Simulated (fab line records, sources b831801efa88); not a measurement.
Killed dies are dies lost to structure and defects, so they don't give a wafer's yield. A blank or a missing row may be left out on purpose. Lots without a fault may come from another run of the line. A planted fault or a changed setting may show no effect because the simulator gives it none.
fab line records | flow sky130
record lots=7 wafers=21 last_day=50
route steps=708 shown FIELD_ISO@1
lots that met no fault: from a run of the same line without faults
start_h: hours from the record's first day to the start of the lot's first wafer shown | wait_h: hours since the lot's step before | " the same as in the row above | L1.1+2: a row that stands for several wafers | - no value, or no start given | * or withheld: withheld | < > ~ a bound
route shown NAME@n: a module of which the file shows steps, and the number in the route of the first | usual: mean/standard deviation of fault-free wafers | same: alike in all rows | chamber/n: place in a boat | sites: the reading at each site | _std_site: their standard deviation | _edge_site: outer sites' mean less inner sites' | radius_mm: how far each site lies from the wafer's centre | mask NAME#n: copy n | behind: the tool/chamber that last shaped the wafer | hold: why the lot was held/for how many hours/how that ended | device: the transistor (n, p or np) that didn't switch | end of line: the same wafers' tests at the end of the route | a step without rows: its recipe alone | killed: dies lost to structure and defects at the first sort, not the wafer's yield | map: a wafer's dies, x killed, . not, _ none there
set.NAME: the setting as run; set.NAME@STEP: as run at that earlier step | model.NAME: the simulator's own value behind a step, which no gauge read
lots at some steps of the route; a table a step, a row a wafer
services: from which hour (start_h, from the record's first day; less than 0 if before it) a tool's chamber was out of use, for how many hours, and why
## steps
# step SKY_FIELD_ISO_BOW_MEAS_00
# recipe mode=bow
# usual INCOMING_BOW=1/6.2
# columns lot.wafer tool chamber start_h wait_h INCOMING_BOW[um]
L685.1 film_metro-03 - 15.00 - 1
L685.5 " - " " -8
L685.6 " - " " 8
L688.2 film_metro-03 - 30.02 - -3
L688.3 " - " " 0
L688.4 " - " " 4
L696.1 film_metro-02 - 70.00 - 1
L696.2 " - " " 5
L696.4 " - " " 0
L697.1 film_metro-01 - 75.00 - 3
L697.4 " - " " 8
L697.5 " - " " -4
L698.3 film_metro-01 - 80.04 - 11
L698.5 " - " " -18
L698.6 " - " " 8
L700.1 film_metro-01 - 90.00 - -2
L700.3 " - " " 7
L700.6 " - " " -8
L707.1 film_metro-02 - 125.00 - 8
L707.3 " - " " -2
L707.4 " - " " -3
# step SKY_FIELD_ISO_OXIDATION_01
# recipe temp_c=900 ambient=O2 stabilise_s=600 purge_s=300 target_thk_a=120 ox_time_s=1843
# step SKY_FIELD_ISO_THK_MEAS_02
# recipe reads=SiO2_of_FIELD_ISO_OXIDATION_01
# usual FIELD_ISO_OXIDATION_00_THK=11.96/0.21
# columns lot.wafer tool chamber start_h wait_h FIELD_ISO_OXIDATION_00_THK[nm]
L685.1 film_metro-03 - 16.96 0.0 12.25
L685.5 " - " " 12.03
L685.6 " - " " 12.08
L688.2 film_metro-03 - 33.94 0.0 11.74
L688.3 " - " " 11.78
L688.4 " - " " 11.62
L696.1 film_metro-02 - 75.63 0.0 11.94
L696.2 " - " " 12.05
L696.4 " - " " 11.80
L697.1 film_metro-03 - 82.63 0.0 11.77
L697.4 " - " " 11.93
L697.5 " - " " 11.76
L698.3 film_metro-01 - 82.65 0.0 11.86
L698.5 " - " " 11.60
L698.6 " - " " 11.78
L700.1 film_metro-01 - 93.15 0.0 11.86
L700.3 " - " " 11.80
L700.6 " - " " 11.73
L707.1 film_metro-03 - 127.56 0.0 12.02
L707.3 " - " " 11.87
L707.4 " - " " 11.92
# step SKY_FIELD_ISO_CVD_03
# recipe material=Si3N4 precursor=DCS/NH3 target_thk_nm=165 temp_c=770 time_s=2830 pressure_mtorr=250
# step SKY_FIELD_ISO_THK_MEAS_04
# recipe reads=Si3N4_of_FIELD_ISO_CVD_03
# usual FIELD_ISO_CVD_03_THK=165.4/1.5
# columns lot.wafer tool chamber start_h wait_h FIELD_ISO_CVD_03_THK[nm]
L685.1 film_metro-02 - 18.80 0.0 162.4
L685.5 " - " " 163.7
L685.6 " - " " 162.0
L688.2 film_metro-01 - 35.78 0.0 166.7
L688.3 " - " " 166.1
L688.4 " - " " 165.7
L696.1 film_metro-03 - 77.48 0.0 166.9
L696.2 " - " " 166.8
L696.4 " - " " 166.8
L697.1 film_metro-03 - 86.26 0.0 166.3
L697.4 " - " " 165.4
L697.5 " - " " 167.4
L698.3 film_metro-02 - 86.28 0.0 166.0
L698.5 " - " " 166.3
L698.6 " - " " 166.7
L700.1 film_metro-03 - 96.44 0.0 163.5
L700.3 " - " " 164.3
L700.6 " - " " 164.5
L707.1 film_metro-03 - 129.54 0.0 164.5
L707.3 " - " " 163.5
L707.4 " - " " 163.8
# step SKY_FIELD_ISO_DEHYDRATE_05
# recipe temp_c=200 time_s=60
# step SKY_FIELD_ISO_HMDS_06
# recipe prime_time_s=60 prime_temp_c=120
# step SKY_FIELD_ISO_COAT_07
# recipe resist=BARC temp_c=withheld time_s=withheld spin_rpm=3000 resist_thk_nm=60
# step SKY_FIELD_ISO_COAT_08
# recipe resist=KrF-thick spin_rpm=3000 resist_thk_nm=450
# step SKY_FIELD_ISO_SOFTBAKE_09
# recipe temp_c=99.58 time_s=90 resist=KrF-thick
# step SKY_FIELD_ISO_EXPOSE_10
# recipe mask_id=FOM na=0.68 source_shape=annular sigma_inner=0.4 sigma_outer=0.8 target_cd_nm=150 dose_mj=28
# usual exposure_dose_mJ_cm2=28.006/0.029 focus_offset_nm=-0.2/0.52
# columns lot.wafer tool chamber start_h wait_h mask exposure_dose_mJ_cm2 focus_offset_nm
L685.1 krf_scanner-01 0 26.30 - FOM#0 28.027 -0.4
L685.5 " 0 " " FOM#0 28.038 -0.2
L685.6 " 0 " " FOM#0 28.012 -0.5
L688.2 krf_scanner-01 0 43.47 - FOM#0 27.961 0.4
L688.3 " 0 " " FOM#0 27.987 0.6
L688.4 " 0 " " FOM#0 27.970 -0.6
L696.1 krf_scanner-02 - 85.65 - FOM#0 - -
L696.2 " - " " FOM#0 - -
L696.4 " - " " FOM#0 - -
L698.3 krf_scanner-01 - 94.60 - FOM#0 - -
L698.5 " - " " FOM#0 - -
L698.6 " - " " FOM#0 - -
L697.1 krf_scanner-02 - 94.91 - FOM#0 - -
L697.4 " - " " FOM#0 - -
L697.5 " - " " FOM#0 - -
L700.1 krf_scanner-02 0 105.47 - FOM#0 27.994 0.0
L700.3 " 0 " " FOM#0 28.011 0.7
L700.6 " 0 " " FOM#0 28.002 -0.1
L707.1 krf_scanner-02 0 139.39 - FOM#0 28.015 -0.5
L707.3 " 0 " " FOM#0 28.025 -0.7
L707.4 " 0 " " FOM#0 28.020 -0.3
# step SKY_FIELD_ISO_PEB_11
# recipe peb_temp_c=withheld peb_time_s=withheld resist=KrF-thick
## services
# columns tool chamber start_h hours kind
krf_scanner-01 - 16.48 1.3 pm
krf_scanner-01 - 31.50 1.0 pm
krf_scanner-02 - 42.25 4.0 pm
krf_scanner-01 0 104.62 - calibration
krf_scanner-02 0 111.21 - calibration
krf_scanner-01 - 132.94 0.6 repair
## key
first_sign step=SKY_FIELD_ISO_EXPOSE_10 reading=tool_record direction=missing
effect none on later readings
met_at SKY_FIELD_ISO_EXPOSE_10
struck_wafers L696.1,L696.2,L696.4,L697.1,L697.4,L697.5,L698.3,L698.5,L698.6
later_rows_left_out L696.1,L696.2,L696.4,L697.1,L697.4,L697.5,L698.3,L698.5,L698.6
sort_left_out L696.1,L696.2,L696.4,L697.1,L697.4,L697.5,L698.3,L698.5,L698.6
tester_left_out L696,L697,L698
onset_between 43.47 85.65
fault kind=skipped_step_whole tool=krf_scanner-01,krf_scanner-02 chamber=- onset_h=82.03 steps=SKY_FIELD_ISO_EXPOSE_10 scope=struck_lots_only
# tester_left_out: of these lots the tester's yield and bins aren't shown, on N5 and GAA mostly nor the transistor test; their killed dies are dies lost to structure and defects alone, not to doping, threshold or leakage, so they don't give the yield
# sort_left_out: the simulated sort isn't trusted on such a fault, so these wafers' sort isn't shown, and their yield isn't known
# later_rows_left_out: the simulator's readings of these wafers behind a module that went badly wrong aren't trusted and aren't shown, but for the sort
